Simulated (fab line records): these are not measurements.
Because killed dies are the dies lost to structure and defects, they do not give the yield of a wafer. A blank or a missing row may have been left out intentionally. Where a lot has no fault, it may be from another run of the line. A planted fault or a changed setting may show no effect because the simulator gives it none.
fab line records	flow sky130
record lots=24	wafers=72	last-day=50
route steps=708 shown VIA2@523 METAL4@601 METAL5@664 PAD_OPEN@694
lots that met no fault: from a run of the same line without faults
start-h: hours from the record's opening day to when the first of the lot's shown wafers began	wait-h: hours elapsed since this lot's preceding step	" unchanged from the row above	L1.1+2: several wafers, shown together as one row	- no value, or no start given	* or withheld: withheld	< > ~ a bound
route shown NAME@n: NAME is a module with steps in the file, n the number in the route of the first one	usual: mean/standard deviation of fault-free wafers	same: alike in all rows	chamber/n: place in a boat	sites: readings site by site	_std_site: the values' standard deviation	_edge_site: the outer-site mean with the inner-site mean subtracted	radius-mm: for every site, how far away it sits from the centre of the wafer	mask NAME#n: copy n	behind: the most recent tool/chamber to have shaped the wafer	hold: why the lot was held/for how many hours/how that ended	device: whichever transistor did not switch (one of n, p or np)	end of line: at the end of the route, the tests of the same wafers	a step with no rows: only its recipe	killed: dies lost to structure and defects at the first sort, not the wafer's yield	map: dies across one wafer; x = killed, . = not, _ = none there
set.NAME: the run value of the setting; set.NAME@STEP: its run value at that earlier step	model.NAME: the simulator's own value behind a step, which no gauge read
the route's steps for a sample of lots (tables are steps, rows are wafers)
services: a tool's chamber out of use, with start hour (start-h, from the record's first day; less than 0 if before it), hours out, and reason
## steps
# step SKY_VIA2_STRIP_16
# recipe chemistry=O2/N2	power-w=1400	pressure-mtorr=1500	platen-temp-c=withheld	o2-flow-sccm=3000	n2-flow-sccm=300	overash-fraction=0.5
# usual drypump-motor-current-A=5.6/0.48	oes-product-au=0.396/0.0048	strip-time-to-endpoint-s=3.994/0.024
# same overash-fraction=0.5
lot.wafer	tool	chamber	start-h	wait-h	drypump-motor-current-A	oes-product-au	rf-hours-counter-h	strip-time-to-endpoint-s
L075.1	plasma-asher-01	1	858.38	0.0	5.7	0.391	77	3.986
L075.3	"	1	"	"	5.7	0.386	-	3.992
L075.5	"	0	"	"	4.9	0.396	-	4.009
L074.1	plasma-asher-03	1	859.03	0.0	6.3	0.399	42	4.003
L074.2	"	0	"	"	5.3	0.396	42	3.988
L074.4	"	1	"	"	6.3	0.399	-	3.993
L076.1	plasma-asher-03	0	869.53	0.0	5.3	0.396	43	3.948
L076.2	"	1	"	"	6.2	0.393	43	3.972
L076.6	"	1	"	"	6.2	0.397	-	3.976
L077.1	plasma-asher-01	0	871.57	0.0	4.9	0.395	77	4.020
L077.3	"	1	"	"	5.7	0.396	-	3.989
L077.6	"	1	"	"	5.7	0.397	-	4.012
L078.1	plasma-asher-03	0	877.38	0.0	5.2	0.402	44	4.002
L078.4	"	0	"	"	5.2	0.405	-	3.975
L078.5	"	1	"	"	6.2	0.398	-	4.003
L079.1	plasma-asher-01	0	915.09	0.0	4.9	0.396	81	3.944
L079.4	"	0	"	"	5.0	0.393	-	3.972
L079.6	"	1	"	"	5.7	0.398	-	4.004
L081.1	plasma-asher-02	1	916.42	0.0	5.2	0.389	108	3.963
L081.4	"	0	"	"	6.1	0.407	-	4.021
L081.5	"	0	"	"	6.1	0.396	-	3.966
L080.3	plasma-asher-03	0	919.08	0.1	5.2	0.396	-	4.022
L080.4	"	1	"	"	6.2	0.386	-	3.973
L080.5	"	1	"	"	6.2	0.390	-	3.983
L084.2	plasma-asher-02	1	946.43	0.0	5.2	0.399	111	3.999
L084.5	"	1	"	"	5.2	0.388	-	3.986
L084.6	"	0	"	"	6.1	0.395	-	3.984
L083.1	plasma-asher-02	0	947.62	0.0	6.1	0.401	111	4.030
L083.2	"	1	"	"	5.2	0.400	111	4.031
L083.4	"	0	"	"	6.1	0.400	-	4.030
L082.2	plasma-asher-01	1	950.17	0.0	5.7	0.405	85	3.981
L082.4	"	1	"	"	5.7	0.396	-	3.990
L082.5	"	0	"	"	4.9	0.404	-	3.994
L086.1	plasma-asher-03	1	961.74	0.0	6.2	0.399	52	4.011
L086.3	"	0	"	"	5.3	0.391	-	3.989
L086.5	"	0	"	"	5.3	0.399	-	3.999
L085.3	plasma-asher-01	1	968.66	0.1	5.7	0.394	-	3.956
L085.4	"	0	"	"	4.9	0.393	-	3.942
L085.5	"	1	"	"	5.7	0.389	-	3.971
L087.2	plasma-asher-02	1	973.07	0.0	5.2	0.396	114	3.984
L087.5	"	1	"	"	5.2	0.403	-	3.982
L087.6	"	0	"	"	6.1	0.395	-	3.990
L088.1	plasma-asher-01	1	975.83	0.0	5.7	0.399	87	3.957
L088.2	"	0	"	"	4.9	0.386	87	3.951
L088.6	"	0	"	"	4.9	0.401	-	4.001
L090.3	plasma-asher-01	1	982.03	0.1	5.7	0.399	-	4.017
L090.4	"	0	"	"	4.9	0.397	-	4.016
L090.5	"	0	"	"	4.9	0.397	-	4.007
L089.1	plasma-asher-03	0	985.34	0.0	5.2	0.400	54	4.006
L089.2	"	1	"	"	6.3	0.401	54	4.008
L089.4	"	1	"	"	6.3	0.395	-	4.030
L092.2	plasma-asher-03	1	987.47	0.0	6.2	0.389	55	4.011
L092.3	"	0	"	"	5.3	0.390	-	3.978
L092.4	"	1	"	"	6.2	0.399	-	3.959
L091.2	plasma-asher-02	1	992.12	0.0	5.2	0.402	116	4.026
L091.3	"	0	"	"	6.1	0.406	-	4.024
L091.5	"	1	"	"	5.2	0.395	-	4.039
L094.2	plasma-asher-02	1	998.68	0.0	5.2	0.394	117	3.941
L094.3	"	1	"	"	5.2	0.399	-	3.999
L094.5	"	1	"	"	5.2	0.390	-	3.975
L093.3	plasma-asher-03	1	1001.55	0.1	6.2	0.386	-	3.992
L093.4	"	0	"	"	5.3	0.390	-	4.012
L093.6	"	1	"	"	6.2	0.396	-	4.002
L096.4	plasma-asher-01	0	1004.88	0.1	5.0	0.402	-	4.004
L096.5	"	1	"	"	5.7	0.395	-	3.986
L096.6	"	0	"	"	4.9	0.396	-	4.025
L095.2	plasma-asher-03	0	1008.92	0.0	5.2	0.396	57	3.935
L095.3	"	1	"	"	6.3	0.401	-	3.996
L095.5	"	0	"	"	5.3	0.392	-	3.958
L097.1	plasma-asher-03	0	1014.02	0.0	5.2	0.394	57	4.003
L097.4	"	1	"	"	6.2	0.401	-	3.991
L097.5	"	0	"	"	5.2	0.393	-	4.008
# step SKY_METAL4_SPUTTER_03
# recipe material=Ti	target-thk-nm=5	power-w=3000	time-s=3.3	chamber-pressure-pa=0.4
# usual throttle-valve-pct=30.0/0.91
lot.wafer	tool	chamber	start-h	wait-h	throttle-valve-pct
L075.1	pvd-sputter-03	-	940.90	0.0	31.2
L075.3	"	-	"	"	29.8
L075.5	"	-	"	"	29.3
L074.1	pvd-sputter-01	-	942.15	0.0	28.6
L074.2	"	-	"	"	29.7
L074.4	"	-	"	"	29.8
L076.1	pvd-sputter-03	-	950.85	0.0	29.4
L076.2	"	-	"	"	29.5
L076.6	"	-	"	"	28.7
L077.1	pvd-sputter-01	-	953.85	0.0	29.9
L077.3	"	-	"	"	30.4
L077.6	"	-	"	"	28.9
L078.1	pvd-sputter-04	-	958.94	0.0	30.5
L078.4	"	-	"	"	31.2
L078.5	"	-	"	"	31.1
L079.1	pvd-sputter-03	-	992.70	0.0	29.0
L079.4	"	-	"	"	30.8
L079.6	"	-	"	"	28.6
L081.1	pvd-sputter-04	-	993.81	0.0	31.3
L081.4	"	-	"	"	30.6
L081.5	"	-	"	"	31.5
L080.3	pvd-sputter-04	-	997.42	0.0	31.4
L080.4	"	-	"	"	30.7
L080.5	"	-	"	"	31.3
L084.2	pvd-sputter-01	-	1022.33	0.0	29.6
L084.5	"	-	"	"	28.9
L084.6	"	-	"	"	29.8
L083.1	pvd-sputter-04	-	1023.00	0.0	31.4
L083.2	"	-	"	"	30.9
L083.4	"	-	"	"	31.0
L082.2	pvd-sputter-04	-	1026.11	0.0	30.4
L082.4	"	-	"	"	31.2
L082.5	"	-	"	"	30.9
L086.1	pvd-sputter-03	-	1036.55	0.0	29.1
L086.3	"	-	"	"	29.8
L086.5	"	-	"	"	31.0
L085.3	pvd-sputter-01	-	1043.46	0.0	30.6
L085.4	"	-	"	"	29.7
L085.5	"	-	"	"	29.5
L087.2	pvd-sputter-01	-	1048.63	0.0	30.3
L087.5	"	-	"	"	29.6
L087.6	"	-	"	"	28.7
L088.1	pvd-sputter-01	-	1050.87	0.0	29.8
L088.2	"	-	"	"	29.7
L088.6	"	-	"	"	29.8
L090.3	pvd-sputter-01	-	1056.44	0.0	30.6
L090.4	"	-	"	"	29.8
L090.5	"	-	"	"	28.9
L089.1	pvd-sputter-04	-	1059.22	0.0	31.3
L089.2	"	-	"	"	30.9
L089.4	"	-	"	"	30.3
L092.2	pvd-sputter-03	-	1060.80	0.0	28.5
L092.3	"	-	"	"	29.4
L092.4	"	-	"	"	31.4
L091.2	pvd-sputter-04	-	1066.14	0.0	31.1
L091.3	"	-	"	"	30.6
L091.5	"	-	"	"	31.0
L094.2	pvd-sputter-04	-	1070.19	0.0	30.9
L094.3	"	-	"	"	30.8
L094.5	"	-	"	"	30.7
L093.3	pvd-sputter-01	-	1074.06	0.0	28.8
L093.4	"	-	"	"	29.7
L093.6	"	-	"	"	29.0
L096.4	pvd-sputter-01	-	1076.76	0.0	29.5
L096.5	"	-	"	"	30.0
L096.6	"	-	"	"	28.8
L095.2	pvd-sputter-03	-	1080.36	0.0	29.0
L095.3	"	-	"	"	28.5
L095.5	"	-	"	"	28.7
L097.1	pvd-sputter-03	-	1086.75	0.0	31.6
L097.4	"	-	"	"	29.3
L097.5	"	-	"	"	29.9
# step SKY_METAL5_SPUTTER_03
# recipe material=Ti	target-thk-nm=5	power-w=3000	time-s=3.3	chamber-pressure-pa=0.4
# usual throttle-valve-pct=30.2/0.76
lot.wafer	tool	chamber	start-h	wait-h	throttle-valve-pct
L075.1	pvd-sputter-02	-	1015.10	0.0	30.3
L075.3	"	-	"	"	29.0
L075.5	"	-	"	"	28.8
L074.1	pvd-sputter-02	-	1016.42	0.0	30.0
L074.2	"	-	"	"	29.1
L074.4	"	-	"	"	30.9
L076.1	pvd-sputter-04	-	1024.66	0.0	30.6
L076.2	"	-	"	"	31.1
L076.6	"	-	"	"	31.3
L077.1	pvd-sputter-04	-	1027.86	0.0	30.2
L077.3	"	-	"	"	30.9
L077.6	"	-	"	"	30.9
L078.1	pvd-sputter-04	-	1033.48	0.0	30.2
L078.4	"	-	"	"	30.8
L078.5	"	-	"	"	30.4
L079.1	pvd-sputter-04	-	1063.95	0.0	30.8
L079.4	"	-	"	"	31.1
L079.6	"	-	"	"	30.7
L081.1	pvd-sputter-01	-	1065.54	0.0	28.4
L081.4	"	-	"	"	30.3
L081.5	"	-	"	"	29.8
L080.3	pvd-sputter-01	-	1068.57	0.0	29.6
L080.4	"	-	"	"	29.1
L080.5	"	-	"	"	30.4
L084.2	pvd-sputter-02	-	1090.40	0.0	30.8
L084.5	"	-	"	"	28.9
L084.6	"	-	"	"	31.1
L083.1	pvd-sputter-02	-	1091.95	0.0	30.1
L083.2	"	-	"	"	29.2
L083.4	"	-	"	"	30.1
L082.2	pvd-sputter-01	-	1094.91	0.0	29.6
L082.4	"	-	"	"	29.3
L082.5	"	-	"	"	30.5
L086.1	pvd-sputter-01	-	1105.05	0.0	29.9
L086.3	"	-	"	"	28.9
L086.5	"	-	"	"	29.9
L085.3	pvd-sputter-02	-	1110.93	0.0	29.1
L085.4	"	-	"	"	31.0
L085.5	"	-	"	"	29.0
L087.2	pvd-sputter-02	-	1114.51	0.0	30.0
L087.5	"	-	"	"	30.7
L087.6	"	-	"	"	28.8
L088.1	pvd-sputter-01	-	1117.93	0.0	30.3
L088.2	"	-	"	"	28.7
L088.6	"	-	"	"	29.6
L090.3	pvd-sputter-04	-	1122.29	0.0	31.0
L090.4	"	-	"	"	31.1
L090.5	"	-	"	"	31.0
L089.1	pvd-sputter-02	-	1124.59	0.0	31.0
L089.2	"	-	"	"	30.9
L089.4	"	-	"	"	28.9
L092.2	pvd-sputter-04	-	1126.49	0.0	31.1
L092.3	"	-	"	"	31.2
L092.4	"	-	"	"	30.9
L091.2	pvd-sputter-01	-	1131.53	0.0	29.7
L091.3	"	-	"	"	28.7
L091.5	"	-	"	"	29.9
L094.2	pvd-sputter-04	-	1135.31	0.0	31.1
L094.3	"	-	"	"	30.8
L094.5	"	-	"	"	30.7
L093.3	pvd-sputter-01	-	1137.64	0.0	30.5
L093.4	"	-	"	"	28.8
L093.6	"	-	"	"	29.7
L096.4	pvd-sputter-01	-	1142.45	0.0	30.4
L096.5	"	-	"	"	30.0
L096.6	"	-	"	"	29.5
L095.2	pvd-sputter-01	-	1144.33	0.0	29.8
L095.3	"	-	"	"	29.1
L095.5	"	-	"	"	28.9
L097.1	pvd-sputter-02	-	1149.86	0.0	30.3
L097.4	"	-	"	"	29.1
L097.5	"	-	"	"	30.8
# step SKY_METAL5_DESCUM_14
# recipe chemistry=O2	source-power-w=150	bias-power-w=0	pressure-mtorr=10	temp-c=40	time-s=11
# usual drypump-motor-current-A=5.7/0.31	he-backside-leak-sccm=3.3/0.33	oes-product-au=1.000/0.0073
lot.wafer	tool	chamber	start-h	wait-h	drypump-motor-current-A	he-backside-leak-sccm	oes-product-au	rf-hours-counter-h
L075.1	rie-metal-03	1	1037.75	0.1	5.6	3.2	0.987	8
L075.3	"	1	"	"	5.6	3.4	0.987	-
L075.5	"	1	"	"	5.6	3.4	0.979	-
L074.1	rie-metal-02	1	1038.65	0.1	5.8	3.2	1.000	19
L074.2	"	0	"	"	5.9	3.3	0.997	19
L074.4	"	1	"	"	5.8	3.2	1.003	-
L076.1	rie-metal-02	0	1047.07	0.1	5.9	3.5	1.000	20
L076.2	"	1	"	"	5.8	3.2	0.994	20
L076.6	"	1	"	"	5.9	3.3	1.006	-
L077.1	rie-metal-02	1	1050.55	0.1	5.8	3.3	0.994	20
L077.3	"	0	"	"	5.9	3.2	0.997	-
L077.6	"	1	"	"	5.8	3.3	0.997	-
L078.1	rie-metal-02	0	1055.35	0.1	5.9	3.4	1.005	21
L078.4	"	1	"	"	5.8	3.3	1.009	-
L078.5	"	1	"	"	5.8	3.3	1.008	-
L079.1	rie-metal-02	0	1084.80	0.1	5.9	3.4	1.014	23
L079.4	"	1	"	"	5.8	3.3	1.001	-
L079.6	"	1	"	"	5.8	3.4	1.004	-
L081.1	rie-metal-03	1	1086.42	0.1	5.6	3.3	1.007	12
L081.4	"	1	"	"	5.6	3.2	0.996	-
L081.5	"	1	"	"	5.6	3.4	0.995	-
L080.3	rie-metal-04	0	1090.01	0.1	6.1	2.9	1.000	-
L080.4	"	1	"	"	5.7	2.9	0.995	-
L080.5	"	0	"	"	6.1	3.2	0.997	-
L084.2	rie-metal-04	0	1110.86	0.1	6.1	3.2	1.007	13
L084.5	"	1	"	"	5.8	3.4	1.001	-
L084.6	"	0	"	"	6.1	3.1	1.007	-
L083.1	rie-metal-04	1	1112.22	0.1	5.8	3.1	1.004	9
L083.2	"	0	"	"	6.1	3.1	1.010	13
L083.4	"	0	"	"	6.1	3.0	0.996	-
L082.2	rie-metal-02	1	1114.07	0.1	5.8	3.0	0.997	-
L082.4	"	1	"	"	5.8	3.3	0.998	-
L082.5	"	1	"	"	5.8	3.2	1.008	-
L086.1	rie-metal-04	1	1124.71	0.1	5.8	3.0	1.005	10
L086.3	"	0	"	"	6.1	3.2	1.000	-
L086.5	"	1	"	"	5.8	2.9	0.993	-
L085.3	rie-metal-02	1	1130.92	0.1	5.8	3.2	1.014	-
L085.4	"	1	"	"	5.8	3.2	1.010	-
L085.5	"	1	"	"	5.8	3.3	1.013	-
L087.2	rie-metal-03	0	1135.05	0.1	5.0	3.6	1.001	17
L087.5	"	1	"	"	5.5	3.4	0.995	-
L087.6	"	0	"	"	5.0	3.6	1.007	-
L088.1	rie-metal-02	1	1136.75	0.1	5.8	3.3	0.988	29
L088.2	"	0	"	"	5.9	3.4	0.996	0
L088.6	"	1	"	"	5.8	3.2	1.005	-
L090.3	rie-metal-03	1	1142.02	0.1	5.6	6.5	0.997	-
L090.4	"	0	"	"	5.0	3.5	1.010	-
L090.5	"	0	"	"	5.0	3.5	1.002	-
L089.1	rie-metal-04	0	1144.15	0.1	6.1	3.1	1.005	15
L089.2	"	1	"	"	5.8	3.1	0.993	11
L089.4	"	0	"	"	6.1	3.1	1.011	-
L092.2	rie-metal-02	0	1145.93	0.1	5.9	3.3	0.990	-
L092.3	"	0	"	"	5.9	3.2	0.989	-
L092.4	"	0	"	"	5.9	3.3	0.993	-
L091.2	rie-metal-02	0	1150.43	0.1	5.9	3.3	0.995	-
L091.3	"	0	"	"	6.0	3.2	0.999	-
L091.5	"	0	"	"	5.9	3.2	0.999	-
L094.2	rie-metal-02	0	1153.91	0.1	5.9	3.4	0.998	-
L094.3	"	0	"	"	5.9	3.4	1.001	-
L094.5	"	0	"	"	5.9	3.4	0.984	-
L093.3	rie-metal-03	0	1157.18	0.1	5.0	3.6	1.004	-
L093.4	"	1	"	"	5.6	3.2	0.995	-
L093.6	"	1	"	"	5.5	3.2	0.989	-
L096.4	rie-metal-04	0	1161.41	0.1	6.1	3.2	1.001	-
L096.5	"	1	"	"	5.8	3.2	0.999	-
L096.6	"	0	"	"	6.1	3.1	1.003	-
L095.2	rie-metal-04	0	1163.30	0.1	6.1	3.0	1.001	18
L095.3	"	1	"	"	5.8	3.0	1.003	-
L095.5	"	1	"	"	5.8	2.9	0.990	-
L097.1	rie-metal-03	1	1167.91	0.1	5.6	3.6	1.000	19
L097.4	"	1	"	"	5.5	3.5	1.000	-
L097.5	"	1	"	"	5.6	3.5	1.001	-
# step SKY_METAL5_METAL_ETCH_15
# recipe target-depth-a=12600	stop-on=SiO2	over-etch-frac=0.2	time-s=252	chemistry=Cl2/BCl3	resist-sidewall-deg=86	pressure-mtorr=10	icp-w=900	bias-w=48.5	Cl2_flow_sccm=60	bcl3-flow-sccm=30
# usual drypump-motor-current-A=5.7/0.31	he-backside-leak-sccm=3.32/0.28	oes-product-au=0.894/0.0048	throttle-valve-pct=22.264/0.011
lot.wafer	tool	chamber	start-h	wait-h	drypump-motor-current-A	he-backside-leak-sccm	oes-product-au	rf-hours-counter-h	throttle-valve-pct
L075.1	rie-metal-03	1	1037.78	0.0	5.5	3.12	0.897	8	22.268
L075.3	"	1	"	"	5.5	3.35	0.899	-	22.257
L075.5	"	1	"	"	5.6	3.25	0.892	-	22.259
L074.1	rie-metal-02	1	1038.68	0.0	5.8	3.20	0.898	19	22.272
L074.2	"	0	"	"	5.9	3.15	0.898	19	22.250
L074.4	"	1	"	"	5.8	3.23	0.891	-	22.269
L076.1	rie-metal-02	0	1047.10	0.0	5.9	3.26	0.891	20	22.263
L076.2	"	1	"	"	5.8	3.26	0.892	20	22.263
L076.6	"	1	"	"	5.8	3.27	0.888	-	22.258
L077.1	rie-metal-02	1	1050.58	0.0	5.8	3.26	0.895	20	22.266
L077.3	"	0	"	"	5.9	3.28	0.909	-	22.252
L077.6	"	1	"	"	5.8	3.33	0.900	-	22.271
L078.1	rie-metal-02	0	1055.38	0.0	5.9	3.27	0.897	21	22.268
L078.4	"	1	"	"	5.8	3.23	0.898	-	22.270
L078.5	"	1	"	"	5.8	3.27	0.897	-	22.274
L079.1	rie-metal-02	0	1084.83	0.0	5.9	3.22	0.893	23	22.261
L079.4	"	1	"	"	5.8	3.21	0.892	-	22.274
L079.6	"	1	"	"	5.8	3.16	0.895	-	22.252
L081.1	rie-metal-03	1	1086.46	0.0	5.5	3.48	0.898	12	22.250
L081.4	"	1	"	"	5.5	3.34	0.892	-	22.257
L081.5	"	1	"	"	5.5	3.18	0.903	-	22.252
L080.3	rie-metal-04	0	1090.11	0.1	6.1	3.16	0.896	-	22.232
L080.4	"	1	"	"	5.8	3.03	0.900	-	22.266
L080.5	"	0	"	"	6.1	2.97	0.894	-	22.261
L084.2	rie-metal-04	0	1110.89	0.0	6.1	3.30	0.891	13	22.251
L084.5	"	1	"	"	5.8	3.11	0.892	-	22.274
L084.6	"	0	"	"	6.1	3.22	0.889	-	22.275
L083.1	rie-metal-04	1	1112.26	0.0	5.8	3.21	0.894	9	22.249
L083.2	"	0	"	"	6.1	3.20	0.901	13	22.269
L083.4	"	0	"	"	6.1	3.11	0.891	-	22.275
L082.2	rie-metal-02	1	1114.21	0.1	5.8	3.29	0.892	-	22.267
L082.4	"	1	"	"	5.8	3.33	0.895	-	22.263
L082.5	"	1	"	"	5.7	3.36	0.898	-	22.251
L086.1	rie-metal-04	1	1124.74	0.0	5.8	3.19	0.892	10	22.250
L086.3	"	0	"	"	6.1	3.30	0.890	-	22.272
L086.5	"	1	"	"	5.8	3.25	0.899	-	22.249
L085.3	rie-metal-02	1	1131.12	0.2	5.8	3.28	0.894	-	22.262
L085.4	"	1	"	"	5.8	3.33	0.892	-	22.272
L085.5	"	1	"	"	5.8	3.27	0.892	-	22.275
L087.2	rie-metal-03	0	1135.08	0.0	5.0	3.41	0.893	17	22.288
L087.5	"	1	"	"	5.5	3.58	0.893	-	22.256
L087.6	"	0	"	"	5.0	3.50	0.897	-	22.262
L088.1	rie-metal-02	1	1136.78	0.0	5.8	3.43	0.895	29	22.255
L088.2	"	0	"	"	5.9	3.17	0.893	0	22.284
L088.6	"	1	"	"	5.8	3.26	0.898	-	22.269
L090.3	rie-metal-03	1	1142.12	0.1	5.5	3.42	0.894	-	22.264
L090.4	"	0	"	"	5.0	3.49	0.889	-	22.283
L090.5	"	0	"	"	5.0	3.56	0.894	-	22.259
L089.1	rie-metal-04	0	1144.18	0.0	6.1	3.11	0.889	15	22.247
L089.2	"	1	"	"	5.8	3.25	0.899	11	22.253
L089.4	"	0	"	"	6.1	3.19	0.889	-	22.273
L092.2	rie-metal-02	0	1146.07	0.1	5.9	3.41	0.895	-	22.259
L092.3	"	0	"	"	5.9	3.30	0.905	-	22.276
L092.4	"	0	"	"	5.9	3.38	0.890	-	22.275
L091.2	rie-metal-02	0	1150.57	0.1	5.9	3.33	0.900	-	22.239
L091.3	"	0	"	"	5.9	3.36	0.899	-	22.263
L091.5	"	0	"	"	5.9	3.19	0.896	-	22.266
L094.2	rie-metal-02	0	1154.04	0.1	5.9	3.19	0.888	-	22.252
L094.3	"	0	"	"	5.9	3.33	0.898	-	22.276
L094.5	"	0	"	"	5.9	3.28	0.896	-	22.285
L093.3	rie-metal-03	0	1157.28	0.1	5.0	3.53	0.894	-	22.252
L093.4	"	1	"	"	5.5	3.57	0.896	-	22.260
L093.6	"	1	"	"	5.5	3.52	0.888	-	22.262
L096.4	rie-metal-04	0	1161.51	0.1	6.1	3.06	0.894	-	22.254
L096.5	"	1	"	"	5.8	2.93	0.887	-	22.270
L096.6	"	0	"	"	6.1	3.00	0.892	-	22.236
L095.2	rie-metal-04	0	1163.33	0.0	6.1	3.24	0.890	18	22.264
L095.3	"	1	"	"	5.8	3.28	0.884	-	22.252
L095.5	"	1	"	"	5.8	3.24	0.887	-	22.278
L097.1	rie-metal-03	1	1167.94	0.0	5.5	3.18	0.900	20	22.262
L097.4	"	1	"	"	5.5	3.11	0.893	-	22.258
L097.5	"	1	"	"	5.6	3.25	0.890	-	22.265
# step SKY_PAD_OPEN_DEHYDRATE_00
# recipe temp-c=200	time-s=60.85
# usual plate-sensor-t-centre-C=201.07/0.0099	plate-sensor-t-edge-C=201.56/0.0097
lot.wafer	tool	chamber	start-h	wait-h	plate-sensor-t-centre-C	plate-sensor-t-edge-C
L075.1	litho-track-04	0	1070.75	10.3	201.07	201.54
L075.3	"	0	"	"	201.06	201.56
L075.5	"	0	"	"	201.07	201.56
L074.1	litho-track-04	0	1072.20	10.2	201.07	201.56
L074.2	"	0	"	"	201.07	201.56
L074.4	"	0	"	"	201.06	201.55
L076.1	litho-track-03	0	1079.26	10.2	201.06	201.56
L076.2	"	0	"	"	201.08	201.55
L076.6	"	0	"	"	201.06	201.55
L077.1	litho-track-01	0	1083.18	9.4	201.06	201.56
L077.3	"	0	"	"	201.07	201.54
L077.6	"	0	"	"	201.08	201.55
L078.1	litho-track-01	0	1088.28	10.8	201.06	201.56
L078.4	"	0	"	"	201.06	201.55
L078.5	"	0	"	"	201.05	201.54
L079.1	litho-track-01	0	1115.48	9.4	201.07	201.55
L079.4	"	0	"	"	201.09	201.54
L079.6	"	0	"	"	201.05	201.55
L081.1	litho-track-01	0	1117.23	9.4	201.07	201.56
L081.4	"	0	"	"	201.08	201.55
L081.5	"	0	"	"	201.08	201.56
L080.3	litho-track-01	0	1121.08	9.0	201.07	201.55
L080.4	"	0	"	"	201.05	201.55
L080.5	"	0	"	"	201.07	201.55
L084.2	litho-track-01	0	1140.96	8.7	201.05	201.56
L084.5	"	0	"	"	201.08	201.55
L084.6	"	0	"	"	201.08	201.57
L083.1	litho-track-04	0	1142.05	8.4	201.08	201.55
L083.2	"	0	"	"	201.08	201.55
L083.4	"	0	"	"	201.06	201.58
L082.2	litho-track-04	0	1144.97	9.1	201.07	201.56
L082.4	"	0	"	"	201.06	201.55
L082.5	"	0	"	"	201.08	201.55
L086.1	litho-track-03	0	1154.21	8.9	201.06	201.55
L086.3	"	0	"	"	201.07	201.54
L086.5	"	0	"	"	201.06	201.57
L085.3	litho-track-01	0	1159.58	8.6	201.07	201.57
L085.4	"	0	"	"	201.06	201.53
L085.5	"	0	"	"	201.07	201.56
L087.2	litho-track-04	0	1164.12	8.8	201.08	201.55
L087.5	"	0	"	"	201.07	201.56
L087.6	"	0	"	"	201.06	201.57
L088.1	litho-track-01	0	1165.48	8.2	201.06	201.55
L088.2	"	0	"	"	201.07	201.55
L088.6	"	0	"	"	201.08	201.56
L090.3	litho-track-04	0	1170.80	8.5	201.06	201.57
L090.4	"	0	"	"	201.07	201.57
L090.5	"	0	"	"	201.07	201.54
L089.1	litho-track-04	0	1172.70	8.8	201.06	201.55
L089.2	"	0	"	"	201.06	201.56
L089.4	"	0	"	"	201.07	201.56
L092.2	litho-track-01	0	1174.21	8.6	201.07	201.55
L092.3	"	0	"	"	201.05	201.55
L092.4	"	0	"	"	201.05	201.54
L091.2	litho-track-01	0	1178.86	8.1	201.05	201.56
L091.3	"	0	"	"	201.07	201.56
L091.5	"	0	"	"	201.08	201.56
L094.2	litho-track-04	0	1182.12	7.9	201.05	201.56
L094.3	"	0	"	"	201.09	201.54
L094.5	"	0	"	"	201.08	201.55
L093.3	litho-track-01	0	1183.98	7.7	201.06	201.57
L093.4	"	0	"	"	201.05	201.57
L093.6	"	0	"	"	201.07	201.54
L096.4	litho-track-03	0	1188.79	8.0	201.07	201.56
L096.5	"	0	"	"	201.08	201.56
L096.6	"	0	"	"	201.06	201.56
L095.2	litho-track-01	0	1190.76	8.0	201.06	201.57
L095.3	"	0	"	"	201.07	201.55
L095.5	"	0	"	"	201.07	201.57
L097.1	litho-track-03	0	1193.81	7.4	201.06	201.56
L097.4	"	0	"	"	201.05	201.54
L097.5	"	0	"	"	201.07	201.55
## services
tool	chamber	start-h	hours	kind
rie-metal-04	-	854.00	4.0	pm
plasma-asher-01	-	859.56	0.9	repair
rie-metal-04	-	876.62	2.8	pm
pvd-sputter-04	-	881.60	1.9	repair
pvd-sputter-01	-	897.33	13.1	repair
pvd-sputter-01	-	910.19	7.6	repair
pvd-sputter-03	-	923.17	8.9	repair
rie-metal-04	-	939.14	1.5	repair
pvd-sputter-02	-	940.01	12.7	repair
pvd-sputter-04	-	942.93	7.2	repair
plasma-asher-03	-	949.37	2.8	pm
rie-metal-02	0	959.34	4.4	repair
plasma-asher-03	-	970.23	1.9	repair
pvd-sputter-04	-	999.38	3.8	repair
pvd-sputter-03	-	1016.93	3.4	repair
rie-metal-04	1	1027.26	9.3	repair
plasma-asher-03	-	1034.44	1.6	repair
rie-metal-03	0	1039.05	4.6	repair
pvd-sputter-02	-	1042.24	1.9	repair
rie-metal-04	-	1052.02	4.3	pm
pvd-sputter-02	-	1064.61	13.9	repair
pvd-sputter-02	-	1093.81	3.1	repair
rie-metal-04	-	1102.39	2.1	repair
plasma-asher-01	-	1136.22	1.1	repair
## key
fault none
